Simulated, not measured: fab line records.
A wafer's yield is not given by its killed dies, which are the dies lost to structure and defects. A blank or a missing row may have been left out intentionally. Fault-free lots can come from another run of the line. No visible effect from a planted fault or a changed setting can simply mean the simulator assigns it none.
fab line records -- flow sky130 -- part 1 of 2: steps 1 to 42 of 43
[record] lots = 6, wafers = 18, lastDay = 50
route steps=708 shown DNWELL@41 PWDE@45 NWELL@57 PAD_OPEN@708
lots untouched by any fault: they come from a run of this same line in which no faults occurred
startH: the number of hours between the record's first day and the start of the first shown wafer of the lot -- waitH: hours from the lot's prior step to this one -- " repeats the value in the row above -- L1.1+2: one row covering several wafers at once -- - either no value or no given start -- * or withheld: withheld -- < > ~ a bound
route shown NAME@n: a module of which the file shows steps, and the number in the route of the first -- usual: mean and standard deviation over wafers with no fault -- same: alike in all rows -- chamber/n: place in a boat -- sites: readings site by site -- _std_site: how widely they spread, as a standard deviation -- _edge_site: inner sites' mean taken away from outer sites' mean -- radiusMm: for every site, how far away it sits from the centre of the wafer -- mask NAME#n: copy n -- behind: the tool/chamber that last shaped the wafer -- hold: reason for holding the lot/hours on hold/outcome of the hold -- device: transistor that didn't switch, given as n, p or np -- end of line: tests run on the same wafers once the route is complete -- where a step has no rows: the recipe by itself -- killed: at the first sort, the dies lost to defects and structure; wafer yield is something else -- map: a wafer's dies, x killed, . not, _ none there
set.NAME: the setting the step ran with; set.NAME@STEP: the setting that earlier step ran with -- model.NAME: the simulator's own value behind a step, which no gauge read
lots seen at some steps along the route; tables by step, rows by wafer
services: a tool's chamber out of use, with start hour (startH, from the record's first day; less than 0 if before it), hours out, and reason
[[steps]]
[step SKY_DNWELL_DEVELOP_06]
[recipe] wallAngleDeg = 90, developer = TMAH, developTimeS = 60, devTempC = 23
[step SKY_DNWELL_IMPLANT_07]
[recipe] species = P, energyKev = withheld, doseCm2 = withheld, tiltDeg = withheld
[step SKY_DNWELL_STRIP_08]
[recipe] chemistry = O2/N2, powerW = 1400, pressureMtorr = 1500, platenTempC = withheld, o2FlowSccm = 3000, n2FlowSccm = 300, overashFraction = 0.5
[usual] drypumpMotorCurrentA = 5.7/0.51, oesProductAu = 0.722/0.0044, stripTimeToEndpointS = 36.94/0.11
lot.wafer,tool,chamber,startH,waitH,drypumpMotorCurrentA,oesProductAu,rfHoursCounterH,stripTimeToEndpointS
L112.1,plasmaAsher-04,0,55.05,0.1,6.1,0.719,24,36.80
L112.4,plasmaAsher-04,1,55.05,0.1,4.9,0.722,-,36.75
L112.5,plasmaAsher-04,1,55.05,0.1,4.9,0.719,-,36.75
L123.1,plasmaAsher-04,1,122.19,0.1,4.9,0.714,31,36.88
L123.2,plasmaAsher-04,0,122.19,0.1,6.1,0.725,31,36.84
L123.5,plasmaAsher-04,1,122.19,0.1,4.9,0.720,-,36.86
L125.1,plasmaAsher-04,1,126.59,0.1,4.9,0.718,32,37.06
L125.3,plasmaAsher-04,0,126.59,0.1,6.1,0.726,-,37.00
L125.6,plasmaAsher-04,0,126.59,0.1,6.1,0.726,-,37.03
L126.2,plasmaAsher-03,1,132.90,0.1,5.9,0.718,43,36.90
L126.4,plasmaAsher-03,0,132.90,0.1,6.0,0.723,-,36.89
L126.5,plasmaAsher-03,0,132.90,0.1,6.1,0.724,-,36.95
L132.1,plasmaAsher-03,0,165.80,0.1,6.1,0.721,45,37.06
L132.2,plasmaAsher-03,1,165.80,0.1,5.9,0.723,45,36.86
L132.6,plasmaAsher-03,0,165.80,0.1,6.1,0.725,-,36.93
L135.2,plasmaAsher-03,1,183.54,0.1,5.9,0.714,46,36.89
L135.3,plasmaAsher-03,1,183.54,0.1,5.8,0.718,-,37.00
L135.6,plasmaAsher-03,1,183.54,0.1,5.9,0.733,-,37.06
[step SKY_DNWELL_TW_MEAS_09]
[usual] DNWELL_TW = 1112/6.9
lot.wafer,tool,chamber,startH,waitH,DNWELL_TW
L112.1,filmMetro-02,-,55.15,0.1,1114
L112.4,filmMetro-02,-,55.15,0.1,1108
L112.5,filmMetro-02,-,55.15,0.1,1114
L123.1,filmMetro-01,-,122.29,0.1,1113
L123.2,filmMetro-01,-,122.29,0.1,1109
L123.5,filmMetro-01,-,122.29,0.1,1109
L125.1,filmMetro-03,-,126.69,0.1,1104
L125.3,filmMetro-03,-,126.69,0.1,1111
L125.6,filmMetro-03,-,126.69,0.1,1106
L126.2,filmMetro-01,-,133.01,0.1,1113
L126.4,filmMetro-01,-,133.01,0.1,1116
L126.5,filmMetro-01,-,133.01,0.1,1113
L132.1,filmMetro-02,-,165.90,0.1,1102
L132.2,filmMetro-02,-,165.90,0.1,1107
L132.6,filmMetro-02,-,165.90,0.1,1111
L135.2,filmMetro-01,-,183.65,0.1,1117
L135.3,filmMetro-01,-,183.65,0.1,1118
L135.6,filmMetro-01,-,183.65,0.1,1117
[step SKY_PWDE_DEHYDRATE_00]
[recipe] tempC = 200, timeS = 60
[step SKY_PWDE_HMDS_01]
[recipe] primeTimeS = 60, primeTempC = 120
[step SKY_PWDE_COAT_02]
[recipe] spinRpm = 2000, resistThkNm = 3000
[step SKY_PWDE_SOFTBAKE_03]
[recipe] tempC = 110, timeS = withheld
[step SKY_PWDE_EXPOSE_04]
[recipe] maskId = PWDEM, na = 0.6, sourceShape = conventional, sigmaOuter = 0.6, polarization = unpolarized, targetCdNm = 840, doseMj = 214
[step SKY_PWDE_PEB_05]
[recipe] tempC = 115, timeS = withheld
[step SKY_PWDE_DEVELOP_06]
[recipe] wallAngleDeg = 90, developer = TMAH, developTimeS = 60, devTempC = 23
[step SKY_PWDE_OVL_MEAS_07]
[usual] PWDE_OVL = 0.4/1.2
lot.wafer,tool,chamber,startH,waitH,PWDE_OVL[nm]
L112.1,overlay-01,-,72.02,-,0.7
L112.4,overlay-01,-,72.02,-,1.6
L112.5,overlay-01,-,72.02,-,0.3
L123.1,overlay-01,-,141.84,-,0.2
L123.2,overlay-01,-,141.84,-,-0.3
L123.5,overlay-01,-,141.84,-,-0.5
L125.1,overlay-01,-,145.57,-,-0.1
L125.3,overlay-01,-,145.57,-,-0.3
L125.6,overlay-01,-,145.57,-,-0.7
L126.2,overlay-02,-,152.58,-,1.9
L126.4,overlay-02,-,152.58,-,-1.0
L126.5,overlay-02,-,152.58,-,1.6
L132.1,overlay-01,-,186.54,-,0.4
L132.2,overlay-01,-,186.54,-,0.2
L132.6,overlay-01,-,186.54,-,0.1
L135.2,overlay-02,-,205.25,-,0.9
L135.3,overlay-02,-,205.25,-,-0.1
L135.6,overlay-02,-,205.25,-,1.4
[step SKY_PWDE_IMPLANT_08]
[recipe] species = B, energyKev = 150, doseCm2 = 3.6e+12, tiltDeg = withheld
[usual] beamOnS = 9.97/0.2, endStationPressureTorr = 5.01e-06/2.5e-07, faradayCurrentUA = 20.4/0.42
lot.wafer,tool,chamber,startH,waitH,beamOnS,endStationPressureTorr,faradayCurrentUA
L112.1,implanter-04,0,72.06,0.0,10.14,5e-06,20.0
L112.4,implanter-04,0,72.06,0.0,10.07,4.81e-06,20.2
L112.5,implanter-04,0,72.06,0.0,9.83,4.94e-06,20.8
L123.1,implanter-01,0,141.88,0.0,10.67,6.447e-05,18.4
L123.2,implanter-01,0,141.88,0.0,10.80,6.431e-05,18.3
L123.5,implanter-01,0,141.88,0.0,10.81,6.628e-05,18.2
L125.1,implanter-01,0,145.61,0.0,11.15,6.785e-05,17.6
L125.3,implanter-01,0,145.61,0.0,10.84,6.945e-05,18.1
L125.6,implanter-01,0,145.61,0.0,10.92,6.714e-05,18.0
L126.2,implanter-04,0,152.63,0.0,10.05,5.35e-06,20.1
L126.4,implanter-04,0,152.63,0.0,10.22,4.88e-06,19.8
L126.5,implanter-04,0,152.63,0.0,10.29,5.06e-06,19.7
L132.1,implanter-02,0,186.58,0.0,9.53,4.46e-06,21.3
L132.2,implanter-02,0,186.58,0.0,10.15,5.51e-06,20.1
L132.6,implanter-02,0,186.58,0.0,9.62,4.76e-06,21.1
L135.2,implanter-02,0,205.30,0.0,9.62,4.89e-06,21.0
L135.3,implanter-02,0,205.30,0.0,10.16,4.89e-06,20.0
L135.6,implanter-02,0,205.30,0.0,9.86,4.73e-06,20.5
[step SKY_PWDE_STRIP_09]
[recipe] chemistry = O2/N2, powerW = 1400, pressureMtorr = 1500, platenTempC = withheld, o2FlowSccm = 3000, n2FlowSccm = 300, overashFraction = 0.5
[usual] drypumpMotorCurrentA = 5.7/0.4, oesProductAu = 0.722/0.0049, stripTimeToEndpointS = 36.92/0.089
lot.wafer,tool,chamber,startH,waitH,drypumpMotorCurrentA,oesProductAu,rfHoursCounterH,stripTimeToEndpointS
L112.1,plasmaAsher-04,1,72.21,0.1,4.9,0.718,26,36.95
L112.4,plasmaAsher-04,0,72.21,0.1,6.1,0.724,-,36.99
L112.5,plasmaAsher-04,1,72.21,0.1,4.9,0.718,-,36.84
L123.1,plasmaAsher-01,0,142.03,0.1,6.0,0.720,2,36.87
L123.2,plasmaAsher-01,1,142.03,0.1,5.5,0.723,2,36.93
L123.5,plasmaAsher-01,0,142.03,0.1,6.0,0.724,-,36.90
L125.1,plasmaAsher-01,1,145.76,0.1,5.5,0.722,3,36.90
L125.3,plasmaAsher-01,0,145.76,0.1,5.9,0.717,-,36.77
L125.6,plasmaAsher-01,0,145.76,0.1,6.0,0.713,-,36.95
L126.2,plasmaAsher-01,1,152.76,0.1,5.4,0.717,3,36.99
L126.4,plasmaAsher-01,1,152.76,0.1,5.4,0.722,-,37.00
L126.5,plasmaAsher-01,0,152.76,0.1,6.0,0.724,-,36.90
L132.1,plasmaAsher-03,1,186.73,0.1,5.8,0.722,46,36.88
L132.2,plasmaAsher-03,0,186.73,0.1,6.1,0.731,46,36.92
L132.6,plasmaAsher-03,0,186.73,0.1,6.1,0.727,-,36.73
L135.2,plasmaAsher-03,1,205.43,0.1,5.9,0.723,48,36.75
L135.3,plasmaAsher-03,1,205.43,0.1,5.8,0.729,-,36.82
L135.6,plasmaAsher-03,1,205.43,0.1,5.9,0.725,-,36.91
[step SKY_PWDE_TW_MEAS_10]
[usual] PWDE_TW = 373.2/2
lot.wafer,tool,chamber,startH,waitH,hold,PWDE_TW
L112.1,filmMetro-03,-,72.31,0.1,-,373.5
L112.4,filmMetro-03,-,72.31,0.1,-,374.5
L112.5,filmMetro-03,-,72.31,0.1,-,373.7
L123.1,filmMetro-01,-,142.13,0.1,awaitDispo/0.2h/release,382.5
L123.2,filmMetro-01,-,142.13,0.1,awaitDispo/0.2h/release,383.8
L123.5,filmMetro-01,-,142.13,0.1,awaitDispo/0.2h/release,383.7
L123.1,filmMetro-01,-,142.47,0.3,-,382.3
L123.2,filmMetro-01,-,142.47,0.3,-,384.6
L123.5,filmMetro-01,-,142.47,0.3,-,383.4
L125.1,filmMetro-01,-,145.86,0.1,awaitDispo/0.2h/release,385.8
L125.3,filmMetro-01,-,145.86,0.1,awaitDispo/0.2h/release,387.2
L125.6,filmMetro-01,-,145.86,0.1,awaitDispo/0.2h/release,386.6
L125.1,filmMetro-01,-,146.18,0.3,-,387.3
L125.3,filmMetro-01,-,146.18,0.3,-,387.0
L125.6,filmMetro-01,-,146.18,0.3,-,387.0
L126.2,filmMetro-03,-,152.87,0.1,-,373.1
L126.4,filmMetro-03,-,152.87,0.1,-,376.3
L126.5,filmMetro-03,-,152.87,0.1,-,374.2
L132.1,filmMetro-03,-,186.83,0.1,-,371.8
L132.2,filmMetro-03,-,186.83,0.1,-,372.6
L132.6,filmMetro-03,-,186.83,0.1,-,372.7
L135.2,filmMetro-02,-,205.54,0.1,-,370.2
L135.3,filmMetro-02,-,205.54,0.1,-,368.2
L135.6,filmMetro-02,-,205.54,0.1,-,371.4
[step SKY_NWELL_HMDS_04]
[recipe] primeTimeS = 60, primeTempC = 120
[step SKY_NWELL_COAT_05]
[recipe] spinRpm = 2000, resistThkNm = 3000
[step SKY_NWELL_SOFTBAKE_06]
[recipe] tempC = 110, timeS = withheld
[step SKY_NWELL_EXPOSE_07]
[recipe] maskId = NWM, na = 0.6, sourceShape = conventional, sigmaOuter = 0.6, polarization = unpolarized, targetCdNm = 840, doseMj = 255
[step SKY_NWELL_PEB_08]
[recipe] tempC = 115, timeS = withheld
[step SKY_NWELL_DEVELOP_09]
[recipe] wallAngleDeg = 90, developer = TMAH, developTimeS = 60, devTempC = 23
[step SKY_NWELL_OVL_MEAS_10]
[usual] NWELL_00_OVL = 0.6/1.3
lot.wafer,tool,chamber,startH,waitH,NWELL_00_OVL[nm]
L112.1,overlay-02,-,89.42,-,0.9
L112.4,overlay-02,-,89.42,-,0.4
L112.5,overlay-02,-,89.42,-,2.3
L123.1,overlay-02,-,161.87,-,-2.3
L123.2,overlay-02,-,161.87,-,-0.1
L123.5,overlay-02,-,161.87,-,-1.4
L125.1,overlay-02,-,165.89,-,1.3
L125.3,overlay-02,-,165.89,-,-1.4
L125.6,overlay-02,-,165.89,-,0.6
L126.2,overlay-01,-,172.71,-,0.7
L126.4,overlay-01,-,172.71,-,1.8
L126.5,overlay-01,-,172.71,-,0.9
L132.1,overlay-02,-,208.54,-,0.7
L132.2,overlay-02,-,208.54,-,2.3
L132.6,overlay-02,-,208.54,-,2.0
L135.2,overlay-02,-,227.75,-,0.3
L135.3,overlay-02,-,227.75,-,1.1
L135.6,overlay-02,-,227.75,-,4.0
[step SKY_NWELL_IMPLANT_11]
[recipe] species = P, energyKev = 400, doseCm2 = 1.9e+13, tiltDeg = withheld
[step SKY_NWELL_IMPLANT_12]
[recipe] species = P, energyKev = 120, doseCm2 = 1.3e+12, tiltDeg = withheld
[step SKY_NWELL_IMPLANT_13]
[recipe] species = P, energyKev = 50, doseCm2 = 7e+11, tiltDeg = withheld
[step SKY_NWELL_STRIP_14]
[recipe] chemistry = O2/N2, powerW = 1400, pressureMtorr = 1500, platenTempC = withheld, o2FlowSccm = 3000, n2FlowSccm = 300, overashFraction = 0.5
[usual] drypumpMotorCurrentA = 5.8/0.34, oesProductAu = 0.723/0.0044, stripTimeToEndpointS = 36.94/0.084
lot.wafer,tool,chamber,startH,waitH,drypumpMotorCurrentA,oesProductAu,rfHoursCounterH,stripTimeToEndpointS
L112.1,plasmaAsher-01,1,89.91,0.1,5.5,0.727,40,36.98
L112.4,plasmaAsher-01,0,89.91,0.1,6.0,0.723,-,36.88
L112.5,plasmaAsher-01,0,89.91,0.1,6.0,0.721,-,36.94
L123.1,plasmaAsher-02,1,162.36,0.1,6.1,0.728,48,36.98
L123.2,plasmaAsher-02,0,162.36,0.1,5.1,0.726,48,36.98
L123.5,plasmaAsher-02,1,162.36,0.1,6.2,0.723,-,36.93
L125.1,plasmaAsher-01,0,166.38,0.1,6.0,0.724,5,37.06
L125.3,plasmaAsher-01,1,166.38,0.1,5.5,0.712,-,36.89
L125.6,plasmaAsher-01,0,166.38,0.1,6.0,0.720,-,36.91
L126.2,plasmaAsher-01,1,173.19,0.1,5.5,0.731,6,36.80
L126.4,plasmaAsher-01,1,173.19,0.1,5.5,0.721,-,36.79
L126.5,plasmaAsher-01,1,173.19,0.1,5.4,0.730,-,36.94
L132.1,plasmaAsher-01,0,209.03,0.1,6.0,0.725,9,36.93
L132.2,plasmaAsher-01,1,209.03,0.1,5.5,0.727,9,36.86
L132.6,plasmaAsher-01,1,209.03,0.1,5.4,0.724,-,36.89
L135.2,plasmaAsher-01,1,228.23,0.1,5.5,0.726,11,37.03
L135.3,plasmaAsher-01,1,228.23,0.1,5.5,0.720,-,37.02
L135.6,plasmaAsher-01,1,228.23,0.1,5.5,0.723,-,36.93
[step SKY_NWELL_TW_MEAS_15]
[usual] NWELL_TW = 1819/10
lot.wafer,tool,chamber,startH,waitH,NWELL_TW
L112.1,filmMetro-03,-,90.01,0.1,1816
L112.4,filmMetro-03,-,90.01,0.1,1817
L112.5,filmMetro-03,-,90.01,0.1,1821
L123.1,filmMetro-03,-,162.46,0.1,1839
L123.2,filmMetro-03,-,162.46,0.1,1824
L123.5,filmMetro-03,-,162.46,0.1,1821
L125.1,filmMetro-01,-,166.48,0.1,1828
L125.3,filmMetro-01,-,166.48,0.1,1831
L125.6,filmMetro-01,-,166.48,0.1,1829
L126.2,filmMetro-03,-,173.30,0.1,1817
L126.4,filmMetro-03,-,173.30,0.1,1810
L126.5,filmMetro-03,-,173.30,0.1,1821
L132.1,filmMetro-02,-,209.13,0.1,1804
L132.2,filmMetro-02,-,209.13,0.1,1808
L132.6,filmMetro-02,-,209.13,0.1,1812
L135.2,filmMetro-01,-,228.34,0.1,1815
L135.3,filmMetro-01,-,228.34,0.1,1815
L135.6,filmMetro-01,-,228.34,0.1,1825
[step SKY_NWELL_DEHYDRATE_16]
[recipe] tempC = 200, timeS = 60
[step SKY_NWELL_HMDS_17]
[recipe] primeTimeS = 60, primeTempC = 120
[step SKY_NWELL_COAT_18]
[recipe] spinRpm = 2000, resistThkNm = 3000
[step SKY_NWELL_SOFTBAKE_19]
[recipe] tempC = 110, timeS = withheld
[step SKY_NWELL_EXPOSE_20]
[recipe] maskId = NWM_COMPLEMENT, na = 0.6, sourceShape = conventional, sigmaOuter = 0.6, polarization = unpolarized, targetCdNm = 840, doseMj = 260
[step SKY_NWELL_PEB_21]
[recipe] tempC = 115, timeS = withheld
[step SKY_NWELL_DEVELOP_22]
[recipe] wallAngleDeg = 90, developer = TMAH, developTimeS = 60, devTempC = 23
[step SKY_NWELL_OVL_MEAS_23]
[usual] NWELL_01_OVL = 0.4/1.3
lot.wafer,tool,chamber,startH,waitH,NWELL_01_OVL[nm]
L112.1,overlay-02,-,106.92,-,-2.2
L112.4,overlay-02,-,106.92,-,-2.3
L112.5,overlay-02,-,106.92,-,-0.9
L123.1,overlay-01,-,182.62,-,0.7
L123.2,overlay-01,-,182.62,-,1.1
L123.5,overlay-01,-,182.62,-,1.0
L125.1,overlay-02,-,186.89,-,-0.3
L125.3,overlay-02,-,186.89,-,-0.4
L125.6,overlay-02,-,186.89,-,0.7
L126.2,overlay-01,-,194.28,-,0.5
L126.4,overlay-01,-,194.28,-,-0.5
L126.5,overlay-01,-,194.28,-,0.6
L132.1,overlay-01,-,231.02,-,-0.5
L132.2,overlay-01,-,231.02,-,0.6
L132.6,overlay-01,-,231.02,-,0.0
L135.2,overlay-01,-,251.61,-,-1.1
L135.3,overlay-01,-,251.61,-,0.8
L135.6,overlay-01,-,251.61,-,0.4
[step SKY_NWELL_IMPLANT_24]
[recipe] species = B, energyKev = 140, doseCm2 = 9.2e+12, tiltDeg = withheld
[step SKY_NWELL_STRIP_25]
[recipe] chemistry = O2/N2, powerW = 1400, pressureMtorr = 1500, platenTempC = withheld, o2FlowSccm = 3000, n2FlowSccm = 300, overashFraction = 0.5
[usual] drypumpMotorCurrentA = 5.8/0.34, oesProductAu = 0.722/0.0045, stripTimeToEndpointS = 36.92/0.096
lot.wafer,tool,chamber,startH,waitH,drypumpMotorCurrentA,oesProductAu,rfHoursCounterH,stripTimeToEndpointS
L112.1,plasmaAsher-02,1,107.11,0.1,6.1,0.724,42,36.82
L112.4,plasmaAsher-02,0,107.11,0.1,5.1,0.731,-,36.98
L112.5,plasmaAsher-02,0,107.11,0.1,5.1,0.721,-,36.87
L123.1,plasmaAsher-01,0,182.81,0.1,6.0,0.722,7,37.02
L123.2,plasmaAsher-01,1,182.81,0.1,5.5,0.734,7,37.00
L123.5,plasmaAsher-01,0,182.81,0.1,6.0,0.721,-,36.88
L125.1,plasmaAsher-03,0,187.08,0.1,6.1,0.723,46,36.97
L125.3,plasmaAsher-03,1,187.08,0.1,5.9,0.719,-,36.95
L125.6,plasmaAsher-03,1,187.08,0.1,5.9,0.723,-,36.91
L126.2,plasmaAsher-01,0,194.46,0.1,6.0,0.728,8,37.00
L126.4,plasmaAsher-01,1,194.46,0.1,5.5,0.717,-,37.01
L126.5,plasmaAsher-01,1,194.46,0.1,5.5,0.723,-,37.02
L132.1,plasmaAsher-01,1,231.21,0.1,5.4,0.721,12,36.78
L132.2,plasmaAsher-01,0,231.21,0.1,6.0,0.720,12,36.92
L132.6,plasmaAsher-01,1,231.21,0.1,5.5,0.727,-,36.81
L135.2,plasmaAsher-02,1,251.79,0.1,6.2,0.724,57,36.74
L135.3,plasmaAsher-02,0,251.79,0.1,5.1,0.724,-,36.65
L135.6,plasmaAsher-02,0,251.79,0.1,5.1,0.723,-,36.84
[step SKY_NWELL_TW_MEAS_26]
[usual] NWELL_2_TW = 496.1/2.3
lot.wafer,tool,chamber,startH,waitH,NWELL_2_TW
L112.1,filmMetro-02,-,107.21,0.1,498.7
L112.4,filmMetro-02,-,107.21,0.1,495.1
L112.5,filmMetro-02,-,107.21,0.1,495.1
L123.1,filmMetro-01,-,182.91,0.1,497.8
L123.2,filmMetro-01,-,182.91,0.1,496.3
L123.5,filmMetro-01,-,182.91,0.1,495.3
L125.1,filmMetro-01,-,187.18,0.1,497.7
L125.3,filmMetro-01,-,187.18,0.1,499.5
L125.6,filmMetro-01,-,187.18,0.1,499.1
L126.2,filmMetro-01,-,194.57,0.1,497.9
L126.4,filmMetro-01,-,194.57,0.1,499.6
L126.5,filmMetro-01,-,194.57,0.1,499.0
L132.1,filmMetro-02,-,231.31,0.1,492.1
L132.2,filmMetro-02,-,231.31,0.1,495.4
L132.6,filmMetro-02,-,231.31,0.1,495.6
L135.2,filmMetro-01,-,251.90,0.1,495.6
L135.3,filmMetro-01,-,251.90,0.1,496.2
L135.6,filmMetro-01,-,251.90,0.1,496.8
[step SKY_NWELL_CLEAN_27]
[recipe] chemistry = SC1/SC2, mix = 1:4:20, tempC = 70, timeS = 150, dry = n2Spin
[step SKY_NWELL_RTA_28]
[recipe] tempC = 1050, timeS = 30, idleTempC = 650, rampUpCPerS = 150, rampDownCPerS = 90, ambient = N2
[usual] annealTempCMax = 1053.5/0.74, chamberO2Ppm = 1.997/0.026, lampPowerPct = 25.31/0.049, wafer_temp_C_max = 1054.7/1.1
lot.wafer,tool,chamber,startH,waitH,annealTempCMax,chamberO2Ppm,lampPowerPct,wafer_temp_C_max
L112.1,rtpAnneal-01,0,107.32,0.0,1054.3,2.014,25.37,1054.6
L112.4,rtpAnneal-01,0,107.32,0.0,1053.3,2.012,25.21,1055.5
L112.5,rtpAnneal-01,0,107.32,0.0,1053.1,2.013,25.32,1053.8
L123.1,rtpAnneal-01,0,183.02,0.0,1053.8,2.010,25.35,1056.1
L123.2,rtpAnneal-01,0,183.02,0.0,1052.9,2.009,25.27,1053.4
L123.5,rtpAnneal-01,0,183.02,0.0,1053.0,1.977,25.31,1054.0
L125.1,rtpAnneal-02,0,187.29,0.0,1053.3,2.033,25.23,1052.9
L125.3,rtpAnneal-02,0,187.29,0.0,1053.3,2.041,25.23,1053.9
L125.6,rtpAnneal-02,0,187.29,0.0,1053.6,1.999,25.32,1054.8
L126.2,rtpAnneal-01,0,194.68,0.0,1052.4,2.013,25.35,1055.0
L126.4,rtpAnneal-01,0,194.68,0.0,1053.3,1.989,25.39,1054.9
L126.5,rtpAnneal-01,0,194.68,0.0,1052.2,1.995,25.34,1055.7
L132.1,rtpAnneal-02,0,231.42,0.0,1053.4,1.997,25.26,1054.3
L132.2,rtpAnneal-02,0,231.42,0.0,1054.5,1.999,25.29,1053.9
L132.6,rtpAnneal-02,0,231.42,0.0,1052.8,1.966,25.43,1054.0
L135.2,rtpAnneal-02,0,252.01,0.0,1053.5,2.023,25.34,1053.5
L135.3,rtpAnneal-02,0,252.01,0.0,1053.7,2.060,25.29,1054.2
L135.6,rtpAnneal-02,0,252.01,0.0,1053.2,2.007,25.29,1054.9
[step SKY_NWELL_RS_MEAS_29]
[recipe] thkMeasGauge = four-point-probe
[usual] NWELL_RS = 624.4/1.5
lot.wafer,tool,chamber,startH,waitH,NWELL_RS[ohm/sq]
L112.1,filmMetro-03,-,107.42,0.1,623.5
L112.4,filmMetro-03,-,107.42,0.1,624.3
L112.5,filmMetro-03,-,107.42,0.1,626.4
L123.1,filmMetro-03,-,183.12,0.1,622.6
L123.2,filmMetro-03,-,183.12,0.1,623.9
L123.5,filmMetro-03,-,183.12,0.1,625.1
L125.1,filmMetro-03,-,187.39,0.1,625.0
L125.3,filmMetro-03,-,187.39,0.1,622.6
L125.6,filmMetro-03,-,187.39,0.1,625.8
L126.2,filmMetro-03,-,194.79,0.1,629.0
L126.4,filmMetro-03,-,194.79,0.1,626.3
L126.5,filmMetro-03,-,194.79,0.1,626.8
L132.1,filmMetro-03,-,231.52,0.1,625.9
L132.2,filmMetro-03,-,231.52,0.1,624.6
L132.6,filmMetro-03,-,231.52,0.1,623.9
L135.2,filmMetro-02,-,252.12,0.1,624.1
L135.3,filmMetro-02,-,252.12,0.1,625.0
L135.6,filmMetro-02,-,252.12,0.1,624.8
[step SKY_NWELL_RS_MEAS_31]
[recipe] thkMeasGauge = four-point-probe
[usual] PWDE_RS = 5271/18
lot.wafer,tool,chamber,startH,waitH,hold,PWDE_RS[ohm/sq]
L112.1,filmMetro-03,-,107.66,0.1,-,5275
L112.4,filmMetro-03,-,107.66,0.1,-,5303
L112.5,filmMetro-03,-,107.66,0.1,-,5293
L123.1,filmMetro-03,-,183.36,0.1,awaitDispo/0.2h/release,4898
L123.2,filmMetro-03,-,183.36,0.1,awaitDispo/0.2h/release,4880
L123.5,filmMetro-03,-,183.36,0.1,awaitDispo/0.2h/release,4901
L123.1,filmMetro-03,-,183.72,0.3,-,4888
L123.2,filmMetro-03,-,183.72,0.3,-,4877
L123.5,filmMetro-03,-,183.72,0.3,-,4914
L125.1,filmMetro-03,-,187.63,0.1,awaitDispo/0.2h/release,4899
L125.3,filmMetro-03,-,187.63,0.1,awaitDispo/0.2h/release,4872
L125.6,filmMetro-03,-,187.63,0.1,awaitDispo/0.2h/release,4889
L125.1,filmMetro-03,-,187.92,0.3,-,4893
L125.3,filmMetro-03,-,187.92,0.3,-,4880
L125.6,filmMetro-03,-,187.92,0.3,-,4886
L126.2,filmMetro-03,-,195.03,0.1,-,5294
L126.4,filmMetro-03,-,195.03,0.1,-,5283
L126.5,filmMetro-03,-,195.03,0.1,-,5293
L132.1,filmMetro-03,-,231.76,0.1,-,5253
L132.2,filmMetro-03,-,231.76,0.1,-,5245
L132.6,filmMetro-03,-,231.76,0.1,-,5237
L135.2,filmMetro-02,-,252.36,0.1,-,5278
L135.3,filmMetro-02,-,252.36,0.1,-,5281
L135.6,filmMetro-02,-,252.36,0.1,-,5288
[[key]]
[firstSign] step = SKY_PWDE_IMPLANT_08, reading = endStationPressureTorr, direction = up, sigmas = 99+, usual = 5.01e-06, struck = 6.658e-05
[effect] step = SKY_PWDE_IMPLANT_08, reading = faradayCurrentUA, direction = down, sigmas = 5.3, usual = 20.4, struck = 18.1
[effect] step = SKY_PWDE_TW_MEAS_10, reading = visit, direction = added
[effect] step = SKY_PWDE_TW_MEAS_10, reading = PWDE_TW, direction = up, sigmas = 5.9, usual = 373.2, struck = 384.9
[effect] step = SKY_NWELL_RS_MEAS_31, reading = PWDE_RS, direction = down, sigmas = 22, usual = 5271, struck = 4890
[modelEffect] step = SKY_PAD_OPEN_PROBE_99, value = etest.resPwdeUnderGate.rsOhmSq, without = 6110, struck = 5603
metAt SKY_PWDE_IMPLANT_08
struckWafers L123.1,L123.2,L123.5,L125.1,L125.3,L125.6
testerLeftOut L123,L125
[fault] kind = processParameterDrift, tool = implanter-01, chamber = -, onsetH = 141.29, steps = SKY_PWDE_IMPLANT_08, channel = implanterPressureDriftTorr, offset = 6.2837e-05, shape = step, endH = 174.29
[fault] kind = processParameterDrift, tool = implanter-01, chamber = -, onsetH = 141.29, steps = SKY_PWDE_IMPLANT_08, channel = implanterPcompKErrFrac, offset = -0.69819, shape = step, endH = 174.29
// testerLeftOut: of these lots the tester's yield and bins aren't shown, on N5 and GAA mostly nor the transistor test; their killed dies are dies lost to structure and defects alone, not to doping, threshold or leakage, so they don't give the yield
